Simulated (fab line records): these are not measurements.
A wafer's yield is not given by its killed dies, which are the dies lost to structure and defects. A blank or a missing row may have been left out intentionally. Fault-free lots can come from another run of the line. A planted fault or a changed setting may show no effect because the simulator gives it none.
Which tool is to blame? / flow gf180mcu / Sampling: 12 lots, 36 wafers, 6 of 602 route steps

## WHAT THE GAUGES SHOWED, per wafer
GF_V4_THK_MEAS_03. Usual: V4_CVD_02_THK 850 nm, standard deviation 14.
lot=L475; measured=day 23 09:56; on=film_metro-04; V4_CVD_02_THK (nm)=835 842 836; flag=
lot=L479; measured=day 25 07:34; on=film_metro-03; V4_CVD_02_THK (nm)=832 852 851; flag=
lot=L480; measured=day 25 11:25; on=film_metro-01; V4_CVD_02_THK (nm)=865 853 874; flag=
lot=L482; measured=day 26 04:10; on=film_metro-04; V4_CVD_02_THK (nm)=855 862 861; flag=
lot=L484; measured=day 26 17:55; on=film_metro-03; V4_CVD_02_THK (nm)=857 871 863; flag=
lot=L487; measured=day 27 18:54; on=film_metro-04; V4_CVD_02_THK (nm)=411 426 873; flag=OFF
lot=L489; measured=day 28 05:56; on=film_metro-01; V4_CVD_02_THK (nm)=411 861 870; flag=OFF
lot=L490; measured=day 28 13:49; on=film_metro-04; V4_CVD_02_THK (nm)=860 859 852; flag=
lot=L494; measured=day 30 00:54; on=film_metro-01; V4_CVD_02_THK (nm)=826 840 859; flag=
lot=L496; measured=day 30 11:06; on=film_metro-03; V4_CVD_02_THK (nm)=871 854 886; flag=
lot=L497; measured=day 30 14:05; on=film_metro-03; V4_CVD_02_THK (nm)=835 844 862; flag=
lot=L498; measured=day 31 00:11; on=film_metro-01; V4_CVD_02_THK (nm)=825 838 849; flag=

GF_V4_BOW_MEAS_05. Usual: V4_BOW 135 um, standard deviation 10.
lot=L475; measured=day 23 10:19; on=film_metro-04; V4_BOW (um)=119 119 123; flag=
lot=L479; measured=day 25 07:55; on=film_metro-01; V4_BOW (um)=146 139 148; flag=
lot=L480; measured=day 25 11:47; on=film_metro-03; V4_BOW (um)=137 148 147; flag=
lot=L482; measured=day 26 04:44; on=film_metro-04; V4_BOW (um)=140 139 131; flag=
lot=L484; measured=day 26 18:17; on=film_metro-01; V4_BOW (um)=135 135 132; flag=
lot=L487; measured=day 27 19:16; on=film_metro-01; V4_BOW (um)=127 118 128; flag=
lot=L489; measured=day 28 06:19; on=film_metro-04; V4_BOW (um)=135 147 130; flag=
lot=L490; measured=day 28 14:13; on=film_metro-03; V4_BOW (um)=115 125 128; flag=
lot=L494; measured=day 30 01:17; on=film_metro-04; V4_BOW (um)=137 143 142; flag=
lot=L496; measured=day 30 11:29; on=film_metro-01; V4_BOW (um)=121 133 125; flag=
lot=L497; measured=day 30 14:27; on=film_metro-03; V4_BOW (um)=138 147 140; flag=
lot=L498; measured=day 31 00:32; on=film_metro-01; V4_BOW (um)=131 127 156; flag=

GF_V4_OVL_MEAS_15. Usual: V4_OVL 2 nm, standard deviation 4.2.
lot=L475; measured=day 24 08:27; on=overlay-01; V4_OVL (nm)=12 11 1; flag=
lot=L479; measured=day 26 05:14; on=overlay-02; V4_OVL (nm)=-5 2 -6; flag=
lot=L480; measured=day 26 08:50; on=overlay-02; V4_OVL (nm)=2 15 11; flag=
lot=L482; measured=day 27 01:53; on=overlay-01; V4_OVL (nm)=2 4 0; flag=
lot=L484; measured=day 27 14:12; on=overlay-01; V4_OVL (nm)=3 4 0; flag=
lot=L487; measured=day 28 15:08; on=overlay-02; V4_OVL (nm)=-3 -4 2; flag=
lot=L489; measured=day 29 01:59; on=overlay-01; V4_OVL (nm)=0 0 0; flag=
lot=L490; measured=day 29 09:51; on=overlay-01; V4_OVL (nm)=-1 -2 -1; flag=
lot=L494; measured=day 30 20:12; on=overlay-02; V4_OVL (nm)=7 1 5; flag=
lot=L496; measured=day 31 05:38; on=overlay-01; V4_OVL (nm)=-1 3 -3; flag=
lot=L497; measured=day 31 08:32; on=overlay-01; V4_OVL (nm)=8 1 6; flag=
lot=L498; measured=day 31 18:22; on=overlay-01; V4_OVL (nm)=-5 7 2; flag=

## WHICH TOOL RAN EACH LOT (tool, then ch and the chambers of the sampled wafers, then the start)
lot=L475; GF_M4_SPUTTER_04=pvd_sputter-01, day 22 09:41; GF_V4_CVD_02=pecvd-02 ch 0,1, day 23 09:52; GF_V4_CMP_04=cmp-01 ch 0,1,2, day 23 10:05
lot=L479; GF_M4_SPUTTER_04=pvd_sputter-04, day 24 07:53; GF_V4_CVD_02=pecvd-02 ch 0,1, day 25 07:29; GF_V4_CMP_04=cmp-02 ch 0,2,3, day 25 07:37
lot=L480; GF_M4_SPUTTER_04=pvd_sputter-03, day 24 12:32; GF_V4_CVD_02=pecvd-02 ch 1,2, day 25 11:21; GF_V4_CMP_04=cmp-01 ch 0,3, day 25 11:29
lot=L482; GF_M4_SPUTTER_04=pvd_sputter-03, day 25 05:59; GF_V4_CVD_02=pecvd-02 ch 0, day 26 04:04; GF_V4_CMP_04=cmp-01 ch 1,2,3, day 26 04:26
lot=L484; GF_M4_SPUTTER_04=pvd_sputter-04, day 25 20:00; GF_V4_CVD_02=pecvd-02 ch 0,2, day 26 17:49; GF_V4_CMP_04=cmp-02 ch 1,2,3, day 26 18:03
lot=L487; GF_M4_SPUTTER_04=pvd_sputter-01, day 26 21:25; GF_V4_CVD_02=pecvd-02 ch 0,1,2, day 27 18:50; GF_V4_CMP_04=cmp-01 ch 0,2,3, day 27 18:58
lot=L489; GF_M4_SPUTTER_04=pvd_sputter-04, day 27 08:51; GF_V4_CVD_02=pecvd-02 ch 0,2, day 28 05:52; GF_V4_CMP_04=cmp-02 ch 0,1, day 28 06:02
lot=L490; GF_M4_SPUTTER_04=pvd_sputter-01, day 27 17:21; GF_V4_CVD_02=pecvd-03 ch 0,1,2, day 28 13:46; GF_V4_CMP_04=cmp-01 ch 0,1,3, day 28 14:00
lot=L494; GF_M4_SPUTTER_04=pvd_sputter-01, day 29 04:19; GF_V4_CVD_02=pecvd-03 ch 1,2, day 30 00:49; GF_V4_CMP_04=cmp-01 ch 1,2, day 30 00:56
lot=L496; GF_M4_SPUTTER_04=pvd_sputter-04, day 29 15:03; GF_V4_CVD_02=pecvd-02 ch 1,2, day 30 11:01; GF_V4_CMP_04=cmp-02 ch 0,1, day 30 11:11
lot=L497; GF_M4_SPUTTER_04=pvd_sputter-01, day 29 18:55; GF_V4_CVD_02=pecvd-04 ch 0,1, day 30 14:01; GF_V4_CMP_04=cmp-01 ch 0,3, day 30 14:09
lot=L498; GF_M4_SPUTTER_04=pvd_sputter-01, day 30 04:46; GF_V4_CVD_02=pecvd-03 ch 0,1,2, day 31 00:07; GF_V4_CMP_04=cmp-02 ch 0,1,3, day 31 00:14
- GF_M4_SPUTTER_04: material TiN, target thk 50 nm, time 41.7 s.
- GF_V4_CVD_02: deposits SiO2 from TEOS, target thk 850 nm, time 94.851 s.
- GF_V4_CMP_04: polishes SiO2.

## WHAT THE TOOLS THEMSELVES READ (means of the sampled wafers that have a number; where no wafer has one, the mark that the record gives instead)
GF_M4_SPUTTER_04. Usual: throttle_valve_pct reads 30.1 % (standard deviation 0.77).
lot=L475; tool=pvd_sputter-01; throttle_valve_pct (%)=29.9; flag=
lot=L479; tool=pvd_sputter-04; throttle_valve_pct (%)=30.0; flag=
lot=L480; tool=pvd_sputter-03; throttle_valve_pct (%)=30.5; flag=
lot=L482; tool=pvd_sputter-03; throttle_valve_pct (%)=29.7; flag=
lot=L484; tool=pvd_sputter-04; throttle_valve_pct (%)=30.6; flag=
lot=L487; tool=pvd_sputter-01; throttle_valve_pct (%)=29.6; flag=
lot=L489; tool=pvd_sputter-04; throttle_valve_pct (%)=30.8; flag=
lot=L490; tool=pvd_sputter-01; throttle_valve_pct (%)=29.7; flag=
lot=L494; tool=pvd_sputter-01; throttle_valve_pct (%)=29.6; flag=
lot=L496; tool=pvd_sputter-04; throttle_valve_pct (%)=30.4; flag=
lot=L497; tool=pvd_sputter-01; throttle_valve_pct (%)=29.9; flag=
lot=L498; tool=pvd_sputter-01; throttle_valve_pct (%)=29.6; flag=

GF_V4_CVD_02. Usual: heater_power_w reads 714 W (standard deviation 110).
lot=L475; tool=pecvd-02; heater_power_w (W)=795; flag=
lot=L479; tool=pecvd-02; heater_power_w (W)=817; flag=
lot=L480; tool=pecvd-02; heater_power_w (W)=765; flag=
lot=L482; tool=pecvd-02; heater_power_w (W)=717; flag=
lot=L484; tool=pecvd-02; heater_power_w (W)=720; flag=
lot=L487; tool=pecvd-02; heater_power_w (W)=743; flag=
lot=L489; tool=pecvd-02; heater_power_w (W)=742; flag=
lot=L490; tool=pecvd-03; heater_power_w (W)=603; flag=
lot=L494; tool=pecvd-03; heater_power_w (W)=640; flag=
lot=L496; tool=pecvd-02; heater_power_w (W)=750; flag=
lot=L497; tool=pecvd-04; heater_power_w (W)=623; flag=
lot=L498; tool=pecvd-03; heater_power_w (W)=695; flag=

GF_V4_CMP_04. Usual: motor_current_A 11.7 A, standard deviation 0.87; time_to_endpoint_s 83 s, standard deviation 6.8.
lot=L475; tool=cmp-01; motor_current_A (A)=12.3; time_to_endpoint_s (s)=74; flag=
lot=L479; tool=cmp-02; motor_current_A (A)=11.2; time_to_endpoint_s (s)=77; flag=
lot=L480; tool=cmp-01; motor_current_A (A)=11.2; time_to_endpoint_s (s)=83; flag=
lot=L482; tool=cmp-01; motor_current_A (A)=12.0; time_to_endpoint_s (s)=83; flag=
lot=L484; tool=cmp-02; motor_current_A (A)=11.6; time_to_endpoint_s (s)=91; flag=
lot=L487; tool=cmp-01; motor_current_A (A)=11.8; time_to_endpoint_s (s)=33; flag=OFF
lot=L489; tool=cmp-02; motor_current_A (A)=11.7; time_to_endpoint_s (s)=-; flag=OFF
lot=L490; tool=cmp-01; motor_current_A (A)=11.5; time_to_endpoint_s (s)=82; flag=
lot=L494; tool=cmp-01; motor_current_A (A)=12.5; time_to_endpoint_s (s)=77; flag=
lot=L496; tool=cmp-02; motor_current_A (A)=12.0; time_to_endpoint_s (s)=95; flag=
lot=L497; tool=cmp-01; motor_current_A (A)=11.5; time_to_endpoint_s (s)=83; flag=
lot=L498; tool=cmp-02; motor_current_A (A)=10.9; time_to_endpoint_s (s)=81; flag=

## THE ANSWER, worked out from the rows above alone
Rule: take the mean of a lot's wafers that have a number; if it is more than 3 standard deviations from the usual mean, the lot is off. A lot without any number at a reading at which 4 lots or more have one is off too. Any other lot the step has rows for is counted as sound. After the gauges, taken in route order, come the tools' own readings; for these a lot's mean is taken, as printed above. At the first step where some lot is off, the reading lying furthest off is the one used; lots without a number count as furthest.
Off: L487, L489, at GF_V4_THK_MEAS_03 (V4_CVD_02_THK).
A tool fits if, at a process step before that reading, it ran every lot that is off, and no sound lot after the first of them. The gauges at GF_V4_THK_MEAS_03 aren't tried: what is off there is off at GF_V4_CMP_04 too, on other tools, and a gauge's error can't cause that. No candidate that was tried fits.

## WHAT WAS PUT IN BY THE SIMULATOR
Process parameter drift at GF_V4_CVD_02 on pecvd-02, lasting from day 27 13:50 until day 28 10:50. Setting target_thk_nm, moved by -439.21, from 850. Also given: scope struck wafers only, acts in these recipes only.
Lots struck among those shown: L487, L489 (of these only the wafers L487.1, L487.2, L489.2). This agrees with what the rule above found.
